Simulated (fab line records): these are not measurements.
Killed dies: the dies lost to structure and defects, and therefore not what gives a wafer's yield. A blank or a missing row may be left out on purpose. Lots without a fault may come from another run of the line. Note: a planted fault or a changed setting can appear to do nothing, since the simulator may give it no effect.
fab line records | flow sky130
[record] lots = 6 wafers = 18 last_day = 50
route steps=708 shown METAL1@441 PAD_OPEN@708
lots untouched by any fault: they come from a run of this same line in which no faults occurred
start_h: hours from the record's first day to the start of the lot's first wafer shown | wait_h: how many hours have passed since the lot's step before this one | " the same as in the row above | L1.1+2: one row covering several wafers at once | - no value present, or no start provided | * or withheld: withheld | < > ~ a bound
route shown NAME@n: NAME is a module with steps in the file, n the number in the route of the first one | usual: average and standard deviation across the fault-free wafers | same: alike in all rows | chamber/n: place in a boat | sites: each site's reading | _std_site: how widely they spread, as a standard deviation | _edge_site: inner sites' mean taken away from outer sites' mean | radius_mm: how far each site lies from the wafer's centre | mask NAME#n: copy n | behind: the last tool/chamber to shape the wafer | hold: why the lot was held/for how many hours/how that ended | device: the transistor (n, p or np) that didn't switch | end of line: the route-end tests of the same wafers | a step with no rows: only its recipe | killed: not the wafer's yield, but the dies lost to structure and defects at the first sort | map: shows each die of a wafer: x if killed, . if not, _ if none is there
set.NAME: the run value of the setting; set.NAME@STEP: its run value at that earlier step | model.NAME: the simulator's own value behind a step, which no gauge read
lots seen at some steps along the route; tables by step, rows by wafer
services: when a tool's chamber went out of use (start_h, in hours from the record's first day, below 0 if earlier), for how many hours, and the reason
[[steps]]
[step SKY_METAL1_DEHYDRATE_07]
[recipe] temp_c = 200 time_s = 60
[step SKY_METAL1_HMDS_08]
[recipe] prime_time_s = 60 prime_temp_c = 120
[step SKY_METAL1_COAT_09]
[recipe] resist = BARC temp_c = withheld time_s = withheld spin_rpm = 3000 resist_thk_nm = 60
[step SKY_METAL1_COAT_10]
[recipe] resist = KrF-thick spin_rpm = 3000 resist_thk_nm = 450
[step SKY_METAL1_SOFTBAKE_11]
[recipe] temp_c = 100 time_s = 90 resist = KrF-thick
[step SKY_METAL1_EXPOSE_12]
[recipe] mask_id = MM1 na = 0.8 source_shape = annular sigma_inner = 0.55 sigma_outer = 0.85 target_cd_nm = 140 dose_mj = 28
[step SKY_METAL1_PEB_13]
[recipe] peb_temp_c = withheld peb_time_s = withheld resist = KrF-thick
[step SKY_METAL1_DEVELOP_14]
[recipe] develop_time_s = 60 resist = KrF-thick dev_temp_c = 21
[step SKY_METAL1_CD_MEAS_15]
[recipe] target_cd_nm = 140
[usual] cd_nm = 140.2/1.5
// columns lot.wafer tool chamber start_h wait_h cd_nm
L134.2 cd_sem-01 - 792.07 - 137.8
L134.4 " - " " 138.4
L134.5 " - " " 138.4
L140.1 cd_sem-02 - 851.60 - 142.4
L140.3 " - " " 142.3
L140.5 " - " " 141.5
L142.2 cd_sem-01 - 860.96 - 140.8
L142.5 " - " " 142.1
L142.6 " - " " 140.3
L143.4 cd_sem-01 - 867.36 - 141.6
L143.5 " - " " 140.3
L143.6 " - " " 140.4
L153.2 cd_sem-01 - 938.75 - 143.1
L153.3 " - " " 141.1
L153.6 " - " " 142.7
L152.4 cd_sem-01 - 941.76 - 139.1
L152.5 " - " " 139.4
L152.6 " - " " 140.2
[step SKY_METAL1_OVL_MEAS_16]
[usual] METAL1_OVL = 1/5.4
// columns lot.wafer tool chamber start_h wait_h METAL1_OVL[nm]
L134.2 overlay-02 - 792.18 0.1 4
L134.4 " - " " -2
L134.5 " - " " 6
L140.1 overlay-02 - 851.72 0.1 1
L140.3 " - " " 0
L140.5 " - " " 7
L142.2 overlay-01 - 861.06 0.1 -8
L142.5 " - " " 4
L142.6 " - " " -1
L143.4 overlay-02 - 867.44 0.1 -2
L143.5 " - " " 3
L143.6 " - " " -4
L153.2 overlay-01 - 938.85 0.1 -2
L153.3 " - " " -9
L153.6 " - " " -1
L152.4 overlay-02 - 941.84 0.1 3
L152.5 " - " " 2
L152.6 " - " " 2
[step SKY_METAL1_DESCUM_17]
[recipe] chemistry = O2 source_power_w = 150 bias_power_w = 0 pressure_mtorr = 10 temp_c = 40 time_s = 8
[usual] drypump_motor_current_A = 5.5/0.52 he_backside_leak_sccm = 3.22/0.27 oes_product_au = 1.006/0.01
// columns lot.wafer tool chamber start_h wait_h drypump_motor_current_A he_backside_leak_sccm oes_product_au rf_hours_counter_h
L134.2 rie_metal-02 1 792.21 0.0 4.9 3.14 1.002 2
L134.4 " 0 " " 5.1 3.16 1.000 -
L134.5 " 0 " " 5.1 3.11 0.996 -
L140.1 rie_metal-03 0 851.76 0.0 5.4 3.29 1.019 2
L140.3 " 1 " " 6.1 3.40 1.009 -
L140.5 " 1 " " 6.0 3.51 0.999 -
L142.2 rie_metal-04 0 861.09 0.0 6.2 3.34 0.999 4
L142.5 " 1 " " 4.9 3.12 1.011 -
L142.6 " 0 " " 6.2 3.22 0.989 -
L143.4 rie_metal-04 0 867.47 0.0 6.2 3.10 0.994 -
L143.5 " 0 " " 6.2 3.19 0.997 -
L143.6 " 1 " " 4.9 3.03 1.009 -
L153.2 rie_metal-03 0 938.88 0.0 5.4 3.16 1.022 8
L153.3 " 1 " " 6.1 3.62 0.995 -
L153.6 " 0 " " 5.4 3.14 1.026 -
L152.4 rie_metal-03 0 941.87 0.0 5.4 3.09 1.028 -
L152.5 " 1 " " 6.1 3.45 0.996 -
L152.6 " 0 " " 5.4 3.04 1.020 -
[step SKY_METAL1_ETCH_18]
[recipe] chemistry = N2/H2 target = BARC ion_energy_ev = 200 bias_w = 100 pressure_mtorr = 30 n2_flow_sccm = 100 h2_flow_sccm = 200 icp_w = 500 stop_on = SiO2 time_s = 45.9 target_depth_a = 600
[usual] drypump_motor_current_A = 5.5/0.53 he_backside_leak_sccm = 3.3/0.4 oes_product_au = 0.855/0.005 throttle_valve_pct = 13.226/0.01
// columns lot.wafer tool chamber start_h wait_h drypump_motor_current_A he_backside_leak_sccm oes_product_au rf_hours_counter_h throttle_valve_pct
L134.2 rie_metal-02 1 792.24 0.0 4.9 3.2 0.860 2 13.217
L134.4 " 0 " " 5.1 3.0 0.854 - 13.215
L134.5 " 0 " " 5.1 3.1 0.852 - 13.234
L140.1 rie_metal-03 0 851.79 0.0 5.4 3.1 0.857 2 13.242
L140.3 " 1 " " 6.1 3.5 0.858 - 13.215
L140.5 " 1 " " 6.2 3.5 0.858 - 13.237
L142.2 rie_metal-04 0 861.12 0.0 6.2 2.9 0.847 4 13.210
L142.5 " 1 " " 4.9 3.2 0.852 - 13.212
L142.6 " 0 " " 6.2 3.1 0.867 - 13.221
L143.4 rie_metal-04 0 867.51 0.0 6.2 3.2 0.854 - 13.214
L143.5 " 0 " " 6.2 6.1 0.859 - 13.231
L143.6 " 1 " " 4.9 3.0 0.857 - 13.226
L153.2 rie_metal-03 0 938.92 0.0 5.4 3.1 0.856 8 13.241
L153.3 " 1 " " 6.1 3.5 0.856 - 13.212
L153.6 " 0 " " 5.4 3.1 0.862 - 13.210
L152.4 rie_metal-03 0 941.91 0.0 5.4 3.3 0.857 - 13.213
L152.5 " 1 " " 6.1 3.5 0.854 - 13.233
L152.6 " 0 " " 5.4 3.2 0.857 - 13.224
[step SKY_METAL1_METAL_ETCH_19]
[recipe] target_depth_a = 3600 stop_on = SiO2 over_etch_frac = 0.3 time_s = 78 chemistry = Cl2/BCl3 resist_sidewall_deg = 88 pressure_mtorr = 10 icp_w = 900 bias_w = 48.5 Cl2_flow_sccm = 60 bcl3_flow_sccm = 30
[usual] drypump_motor_current_A = 5.5/0.52 he_backside_leak_sccm = 3.22/0.15 mfc_cl2_sccm = 59.99/0.16 oes_product_au = 0.854/0.0055 over_etch_frac = 0.3/0 throttle_valve_pct = 22.265/0.0097
// columns lot.wafer tool chamber start_h wait_h drypump_motor_current_A he_backside_leak_sccm mfc_cl2_sccm oes_product_au over_etch_frac rf_hours_counter_h throttle_valve_pct
L134.2 rie_metal-02 1 792.30 0.0 4.9 3.05 59.83 0.859 0.3 2 22.257
L134.4 " 0 " " 5.1 2.99 60.25 0.849 0.3 - 22.264
L134.5 " 0 " " 5.1 3.04 59.99 0.853 0.3 - 22.275
L140.1 rie_metal-03 0 851.85 0.0 5.4 3.07 60.29 0.850 0.3 2 22.270
L140.3 " 1 " " 6.1 3.66 60.13 0.853 0.3 - 22.261
L140.5 " 1 " " 6.1 3.58 60.18 0.854 0.3 - 22.263
L142.2 rie_metal-04 0 861.19 0.0 6.2 3.26 59.63 0.855 0.3 4 22.275
L142.5 " 1 " " 4.9 3.15 60.24 0.868 0.3 - 22.273
L142.6 " 0 " " 6.2 3.24 60.13 0.855 0.3 - 22.258
L143.4 rie_metal-04 0 867.58 0.1 6.2 3.06 59.95 0.854 0.3 - 22.263
L143.5 " 0 " " 6.2 2.98 59.97 0.858 0.3 - 22.272
L143.6 " 1 " " 4.9 3.17 60.21 0.861 0.3 - 22.268
L153.2 rie_metal-03 0 938.98 0.0 5.4 3.18 60.18 0.863 0.28069 8 22.273
L153.3 " 1 " " 6.1 3.43 59.93 0.860 0.3 - 22.272
L153.6 " 0 " " 5.4 3.37 60.13 0.846 0.28069 - 22.266
L152.4 rie_metal-03 0 941.98 0.1 5.4 3.23 59.65 0.860 0.28069 - 22.260
L152.5 " 1 " " 6.1 3.57 59.99 0.847 0.3 - 22.275
L152.6 " 0 " " 5.4 3.21 59.82 0.860 0.28069 - 22.257
[step SKY_METAL1_STRIP_20]
[recipe] chemistry = O2/N2 power_w = 1400 pressure_mtorr = 1500 platen_temp_c = withheld o2_flow_sccm = 3000 n2_flow_sccm = 300 overash_fraction = 0.5
[usual] drypump_motor_current_A = 5.9/0.54 oes_product_au = 0.343/0.0052 strip_time_to_endpoint_s = 2.68/0.042
// columns lot.wafer tool chamber start_h wait_h drypump_motor_current_A oes_product_au rf_hours_counter_h strip_time_to_endpoint_s
L134.2 plasma_asher-04 0 792.39 0.1 6.6 0.345 67 2.67
L134.4 " 1 " " 5.5 0.344 - 2.70
L134.5 " 1 " " 5.5 0.341 - 2.71
L140.1 plasma_asher-04 1 851.94 0.1 5.5 0.337 73 2.64
L140.3 " 1 " " 5.5 0.342 - 2.70
L140.5 " 1 " " 5.5 0.348 - 2.71
L142.2 plasma_asher-04 0 861.28 0.1 6.6 0.339 74 2.68
L142.5 " 1 " " 5.5 0.353 - 2.68
L142.6 " 0 " " 6.6 0.342 - 2.66
L143.4 plasma_asher-01 0 867.67 0.1 6.1 0.340 - 2.69
L143.5 " 0 " " 6.1 0.341 - 2.66
L143.6 " 1 " " 5.7 0.345 - 2.65
L153.2 plasma_asher-04 0 939.07 0.1 6.6 0.340 81 2.61
L153.3 " 1 " " 5.5 0.343 - 2.67
L153.6 " 0 " " 6.6 0.341 - 2.60
L152.4 plasma_asher-04 1 942.08 0.1 5.5 0.342 - 2.61
L152.5 " 1 " " 5.5 0.347 - 2.70
L152.6 " 0 " " 6.6 0.338 - 2.60
[step SKY_PAD_OPEN_PROBE_99]
[usual] defect_limited_yield = 82.4/1.9 killed_at_M0_to_M3 = 43/6.7 killed_at_M4_up = 3.1/1.9 killed_at_contacts = 25/5 killed_at_front_end = 15/4 killed_at_other = 0.4/0.69 killed_dies = 87/9.2 killed_open = 46/7.1 killed_short = 40/6.8 sort_bin_3_pad_short = 0.9/0.48 sort_bin_5_function = 10.3/1.5 sort_bin_6_memory = 6.4/1.2 sort_n_pass = 405/9.2 sort_yield_pct = 82.4/1.9
[same] gross_dies = 492 killed_at_back_side = 0 sort_bin_4_leakage[%] = 0 sort_bin_8_speed[%] = 0
// columns lot.wafer tool chamber start_h wait_h defect_limited_yield[%] killed_at_M0_to_M3 killed_at_M4_up killed_at_contacts killed_at_front_end killed_at_other killed_dies killed_open killed_short sort_bin_3_pad_short[%] sort_bin_5_function[%] sort_bin_6_memory[%] sort_n_pass sort_yield_pct[%]
L134.2 prober-02 - 1098.29 0.1 78.9 46 2 37 19 0 104 63 41 1.0 12.2 7.9 388 78.9
L134.4 prober-02 - 1098.39 0.2 83.5 39 6 22 14 0 81 53 27 1.0 9.3 6.1 411 83.5
L134.5 prober-02 - 1098.44 0.2 83.9 44 1 18 16 0 79 31 48 1.4 10.4 4.3 413 83.9
L140.1 prober-01 - 1141.32 0.1 80.7 53 2 22 18 0 95 56 38 2.0 10.8 6.5 397 80.7
L140.3 prober-01 - 1141.42 0.2 82.1 45 4 21 18 0 88 41 46 0.8 10.6 6.5 404 82.1
L140.5 prober-01 - 1141.52 0.2 82.1 51 4 12 20 1 88 51 35 2.4 9.1 6.3 404 82.1
L142.2 prober-01 - 1152.53 0.1 83.1 29 6 27 18 3 83 46 34 0.8 10.8 5.3 409 83.1
L142.5 prober-01 - 1152.68 0.2 85.2 40 2 15 15 1 73 42 30 0.2 9.8 4.9 419 85.2
L142.6 prober-01 - 1152.73 0.2 81.5 39 5 23 23 1 91 50 40 1.0 10.6 6.9 401 81.5
L143.4 prober-01 - 1156.09 0.2 80.9 46 2 34 12 0 94 58 36 0.8 11.6 6.7 398 80.9
L143.5 prober-01 - 1156.14 0.2 81.3 59 3 17 13 0 92 58 33 1.0 11.2 6.5 400 81.3
L143.6 prober-01 - 1156.19 0.2 83.5 41 4 20 16 0 81 36 44 0.8 8.9 6.7 411 83.5
// killed by level:class
L134.2 VIA1:geometric_particle:open=15 LI_CONTACT:geometric_particle:open=11 CONTACT:geometric_particle:open=10 LOCAL_INTERCONNECT:geometric_particle:short=8 VIA3:geometric_particle:open=7 VIA1:geometric_particle:short=6 VIA2:geometric_particle:open=6 FIELD_ISO:geometric_particle:open=5
L134.4 LI_CONTACT:geometric_particle:open=10 CONTACT:geometric_particle:open=9 VIA1:geometric_particle:open=8 VIA2:geometric_particle:open=6 POLY_GATE:geometric_particle:open=5 METAL2:geometric_particle:open=5 POLY_GATE:geometric_particle:short=4 METAL3:geometric_particle:open=4
L134.5 VIA1:geometric_particle:short=9 VIA1:geometric_particle:open=8 CONTACT:geometric_particle:short=6 METAL1:geometric_particle:short=6 FIELD_ISO:geometric_particle:open=5 METAL3:geometric_particle:short=5 VIA3:geometric_particle:open=5 CONTACT:geometric_particle:open=5
L140.1 VIA1:geometric_particle:open=16 VIA3:geometric_particle:open=9 CONTACT:geometric_particle:open=7 VIA3:geometric_particle:short=6 FIELD_ISO:geometric_particle:short=5 VIA1:geometric_particle:short=5 FIELD_ISO:geometric_particle:open=4 POLY_GATE:geometric_particle:open=4
L140.3 VIA3:geometric_particle:open=8 METAL1:geometric_particle:short=7 CONTACT:geometric_particle:open=6 VIA1:geometric_particle:short=5 FIELD_ISO:geometric_particle:open=5 POLY_GATE:geometric_particle:short=5 LI_CONTACT:geometric_particle:open=5 LOCAL_INTERCONNECT:geometric_particle:short=5
L140.5 VIA1:geometric_particle:open=15 VIA3:geometric_particle:open=10 METAL1:geometric_particle:short=7 VIA1:geometric_particle:short=7 CONTACT:geometric_particle:open=6 LI_CONTACT:geometric_particle:open=4 VIA2:geometric_particle:open=4 METAL2:geometric_particle:short=4
L142.2 CONTACT:geometric_particle:open=11 VIA1:geometric_particle:open=8 FIELD_ISO:geometric_particle:open=6 CONTACT:geometric_particle:short=5 METAL1:geometric_particle:short=5 POLY_GATE:geometric_particle:short=4 LI_CONTACT:geometric_particle:short=4 LI_CONTACT:geometric_particle:open=4
L142.5 VIA2:geometric_particle:open=9 CONTACT:geometric_particle:open=7 VIA1:geometric_particle:open=7 METAL1:geometric_particle:short=6 METAL2:geometric_particle:short=5 FIELD_ISO:geometric_particle:open=3 POLY_GATE:geometric_particle:open=3 POLY_GATE:geometric_particle:short=3
L142.6 LI_CONTACT:geometric_particle:open=9 FIELD_ISO:geometric_particle:open=8 CONTACT:geometric_particle:open=7 POLY_GATE:geometric_particle:open=6 METAL1:geometric_particle:short=6 LI_CONTACT:geometric_particle:short=5 VIA3:geometric_particle:open=5 VIA3:geometric_particle:short=5
L143.4 CONTACT:geometric_particle:open=16 VIA1:geometric_particle:open=13 VIA2:geometric_particle:open=7 LI_CONTACT:geometric_particle:open=6 CONTACT:geometric_particle:short=6 METAL2:geometric_particle:short=5 VIA3:geometric_particle:open=5 FIELD_ISO:geometric_particle:short=4
L143.5 VIA1:geometric_particle:open=14 VIA2:geometric_particle:open=10 VIA3:geometric_particle:open=9 METAL2:geometric_particle:short=6 LI_CONTACT:geometric_particle:open=6 CONTACT:geometric_particle:open=6 METAL1:geometric_particle:short=6 VIA1:geometric_particle:short=5
L143.6 VIA1:geometric_particle:short=7 VIA3:geometric_particle:open=6 LOCAL_INTERCONNECT:geometric_particle:short=6 CONTACT:geometric_particle:open=6 METAL1:geometric_particle:short=6 FIELD_ISO:geometric_particle:open=5 METAL2:geometric_particle:short=5 VIA2:geometric_particle:open=5
[[services]]
// columns tool chamber start_h hours kind
rie_metal-03 0 769.14 - clean
rie_metal-03 0 769.14 18.2 scheduled_down
rie_metal-03 0 769.14 18.2 vent_cycle
plasma_asher-04 - 778.82 2.6 repair
rie_metal-03 0 804.55 1.2 repair
rie_metal-03 1 859.70 55.5 repair
plasma_asher-01 - 885.40 2.9 repair
plasma_asher-04 - 905.75 9.4 repair
[[key]]
[first_sign] step = SKY_METAL1_METAL_ETCH_19 reading = over_etch_frac direction = down sigmas = 99+ usual = 0.3 struck = 0.28069
effect none on later readings
met_at SKY_METAL1_METAL_ETCH_19
struck_wafers L152.4,L152.6,L153.2,L153.6
onset_between 851.85 938.98
[fault] kind = process_parameter_drift tool = rie_metal-03 chamber = 0 onset_h = 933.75 steps = SKY_METAL1_METAL_ETCH_19 channel = over_etch_frac offset = -0.019305 shape = step end_h = 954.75 acts_in = these_recipes_only stated = 0.3
